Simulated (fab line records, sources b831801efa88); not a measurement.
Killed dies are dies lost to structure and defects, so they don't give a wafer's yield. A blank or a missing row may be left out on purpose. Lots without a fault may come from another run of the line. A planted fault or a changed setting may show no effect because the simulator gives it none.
Which tool did it? | flow gf180mcu | 15 lots, 45 wafers sampled, at 4 steps of a route of 602

WHAT THE GAUGES READ, wafer by wafer
The record holds no reading of a measuring or inspecting step that can be judged against a usual standard deviation.

WHICH TOOL RAN EACH LOT (tool, then ch and the chambers of the sampled wafers, then the start)
lot  | GF_MIM_SPUTTER_03            | GF_M5_METAL_ETCH_10               | GF_V5_EXPOSE_11                   | GF_TOP_METAL_SPUTTER_01
L214 | pvd_sputter-02, day 24 07:19 | rie_metal-03 ch 0,1, day 26 03:39 | krf_scanner-01 ch 0, day 26 15:19 | pvd_sputter-01, day 27 02:47
L216 | pvd_sputter-02, day 25 04:02 | rie_metal-04 ch 0,1, day 26 22:03 | krf_scanner-01 ch 0, day 27 09:12 | pvd_sputter-03, day 27 21:14
L218 | pvd_sputter-04, day 26 00:31 | rie_metal-02 ch 1, day 27 17:26   | krf_scanner-02 ch 0, day 28 04:13 | pvd_sputter-03, day 28 15:07
L219 | pvd_sputter-02, day 26 05:52 | rie_metal-02 ch 0,1, day 28 00:11 | krf_scanner-02 ch 0, day 28 10:50 | pvd_sputter-02, day 28 22:32
L221 | pvd_sputter-02, day 27 02:09 | rie_metal-04 ch 0, day 28 18:28   | krf_scanner-02, day 29 05:26      | -
L223 | pvd_sputter-04, day 27 18:28 | rie_metal-02 ch 0,1, day 29 08:39 | krf_scanner-02, day 29 19:22      | -
L224 | pvd_sputter-02, day 28 02:31 | rie_metal-02 ch 0,1, day 29 16:36 | krf_scanner-02, day 30 03:32      | -
L227 | pvd_sputter-03, day 28 17:22 | rie_metal-03 ch 1, day 30 07:52   | krf_scanner-01 ch 0, day 30 18:03 | pvd_sputter-03, day 31 04:43
L228 | pvd_sputter-02, day 29 00:36 | rie_metal-03 ch 1, day 30 14:18   | krf_scanner-02 ch 0, day 31 01:11 | pvd_sputter-02, day 31 11:45
L230 | pvd_sputter-03, day 29 20:02 | rie_metal-02 ch 0,1, day 31 09:05 | krf_scanner-02 ch 0, day 31 18:50 | pvd_sputter-02, day 32 04:43
L231 | pvd_sputter-03, day 29 22:04 | rie_metal-02 ch 0,1, day 31 10:52 | krf_scanner-02 ch 0, day 31 20:28 | pvd_sputter-02, day 32 06:38
L233 | pvd_sputter-04, day 30 11:36 | rie_metal-02 ch 0, day 31 23:32   | krf_scanner-02 ch 0, day 32 09:41 | pvd_sputter-02, day 32 19:26
L235 | pvd_sputter-02, day 31 04:29 | rie_metal-04 ch 0,1, day 32 15:35 | krf_scanner-02 ch 0, day 33 01:19 | pvd_sputter-03, day 33 10:46
L236 | pvd_sputter-04, day 31 06:53 | rie_metal-02 ch 0,1, day 32 17:30 | krf_scanner-01 ch 0, day 33 02:52 | pvd_sputter-02, day 33 12:18
L237 | pvd_sputter-03, day 31 08:35 | rie_metal-03 ch 0,1, day 32 19:17 | krf_scanner-02 ch 0, day 33 05:17 | pvd_sputter-02, day 33 14:38
- GF_MIM_SPUTTER_03: material Ti, target thk 10 nm, time 6.7 s.
- GF_M5_METAL_ETCH_10: etches the open film in Cl2/BCl3, stops on SiO2, target depth 627.5 nm, time 104.6 s.
- GF_V5_EXPOSE_11: exposes mask Via5, target cd 260 nm.
- GF_TOP_METAL_SPUTTER_01: material TiN, target thk 30 nm, time 25 s.

WHAT THE TOOLS THEMSELVES READ (means of the sampled wafers that have a number; where no wafer has one, the mark that the record gives instead)
GF_MIM_SPUTTER_03. Usual: throttle_valve_pct 30.2 %, standard deviation 0.98.
lot  | tool           | throttle_valve_pct (%) | flag
L214 | pvd_sputter-02 | 29.4                   |
L216 | pvd_sputter-02 | 29.8                   |
L218 | pvd_sputter-04 | 28.9                   |
L219 | pvd_sputter-02 | 29.7                   |
L221 | pvd_sputter-02 | 30.0                   |
L223 | pvd_sputter-04 | 30.8                   |
L224 | pvd_sputter-02 | 29.6                   |
L227 | pvd_sputter-03 | 30.0                   |
L228 | pvd_sputter-02 | 30.0                   |
L230 | pvd_sputter-03 | 31.4                   |
L231 | pvd_sputter-03 | 31.3                   |
L233 | pvd_sputter-04 | 30.6                   |
L235 | pvd_sputter-02 | 29.4                   |
L236 | pvd_sputter-04 | 29.3                   |
L237 | pvd_sputter-03 | 30.5                   |

GF_M5_METAL_ETCH_10. Usual: drypump_motor_current_A 5.57 A, standard deviation 0.22; oes_product_au 0.971 a.u., standard deviation 0.0064; throttle_valve_pct 28.251 %, standard deviation 0.0089.
lot  | tool         | drypump_motor_current_A (A) | oes_product_au (a.u.) | throttle_valve_pct (%) | flag
L214 | rie_metal-03 | 5.70                        | 0.973                 | 28.243                 |
L216 | rie_metal-04 | 5.31                        | 0.971                 | 28.250                 |
L218 | rie_metal-02 | 5.48                        | 0.964                 | 28.258                 |
L219 | rie_metal-02 | 5.56                        | 0.967                 | 28.253                 |
L221 | rie_metal-04 | 5.35                        | 0.970                 | 28.244                 |
L223 | rie_metal-02 | 5.54                        | 0.967                 | 28.246                 |
L224 | rie_metal-02 | 5.57                        | 0.968                 | 28.251                 |
L227 | rie_metal-03 | 5.96                        | 0.971                 | 28.242                 |
L228 | rie_metal-03 | 5.92                        | 0.966                 | 28.265                 |
L230 | rie_metal-02 | 5.54                        | 0.976                 | 28.249                 |
L231 | rie_metal-02 | 5.60                        | 0.967                 | 28.240                 |
L233 | rie_metal-02 | 5.61                        | 0.973                 | 28.246                 |
L235 | rie_metal-04 | 5.32                        | 0.971                 | 28.256                 |
L236 | rie_metal-02 | 5.55                        | 0.969                 | 28.258                 |
L237 | rie_metal-03 | 5.71                        | 0.974                 | 28.244                 |

GF_V5_EXPOSE_11. Usual: exposure_dose_mJ_cm2 38.00, standard deviation 0.036; focus_offset_nm 0.0 nm, standard deviation 0.48.
lot  | tool           | exposure_dose_mJ_cm2 | focus_offset_nm (nm) | flag
L214 | krf_scanner-01 | 37.97                | 0.4                  |
L216 | krf_scanner-01 | 38.01                | -0.1                 |
L218 | krf_scanner-02 | 37.99                | -0.4                 |
L219 | krf_scanner-02 | 37.98                | -0.4                 |
L221 | krf_scanner-02 | -                    | -                    | OFF
L223 | krf_scanner-02 | -                    | -                    | OFF
L224 | krf_scanner-02 | -                    | -                    | OFF
L227 | krf_scanner-01 | 38.04                | -0.1                 |
L228 | krf_scanner-02 | 38.00                | 0.1                  |
L230 | krf_scanner-02 | 37.94                | 0.2                  |
L231 | krf_scanner-02 | 38.04                | -0.8                 |
L233 | krf_scanner-02 | 37.99                | -0.1                 |
L235 | krf_scanner-02 | 38.00                | 0.2                  |
L236 | krf_scanner-01 | 38.04                | -0.1                 |
L237 | krf_scanner-02 | 37.99                | -0.6                 |

GF_TOP_METAL_SPUTTER_01. Usual: throttle_valve_pct 30.2 %, standard deviation 0.87.
lot  | tool           | throttle_valve_pct (%) | flag
L214 | pvd_sputter-01 | 30.3                   |
L216 | pvd_sputter-03 | 31.0                   |
L218 | pvd_sputter-03 | 31.1                   |
L219 | pvd_sputter-02 | 29.0                   |
L227 | pvd_sputter-03 | 31.6                   |
L228 | pvd_sputter-02 | 30.0                   |
L230 | pvd_sputter-02 | 30.0                   |
L231 | pvd_sputter-02 | 30.4                   |
L233 | pvd_sputter-02 | 29.8                   |
L235 | pvd_sputter-03 | 29.8                   |
L236 | pvd_sputter-02 | 30.0                   |
L237 | pvd_sputter-02 | 29.2                   |

THE ANSWER, worked out from the rows above alone
Rule: a lot is off if the mean of its wafers that have a number lies more than 3 standard deviations from the usual mean. A lot without any number at a reading at which 4 lots or more have one is off too. The other lots that the step has rows for count as sound. The gauges are gone through in route order, then the tools' own readings, and for those a lot's mean is taken as printed above. The first step at which some lot is off is used, and at that step the reading that is off furthest; a lot without a number counts as furthest.
Off: L221, L223, L224, at GF_V5_EXPOSE_11 (exposure_dose_mJ_cm2). Without a number there: L221, L223, L224.
A tool fits if, at that step or a process step before it, it ran every lot that is off, and no sound lot after the first of them. None of those tried fits.

WHAT THE SIMULATOR HAD PUT IN
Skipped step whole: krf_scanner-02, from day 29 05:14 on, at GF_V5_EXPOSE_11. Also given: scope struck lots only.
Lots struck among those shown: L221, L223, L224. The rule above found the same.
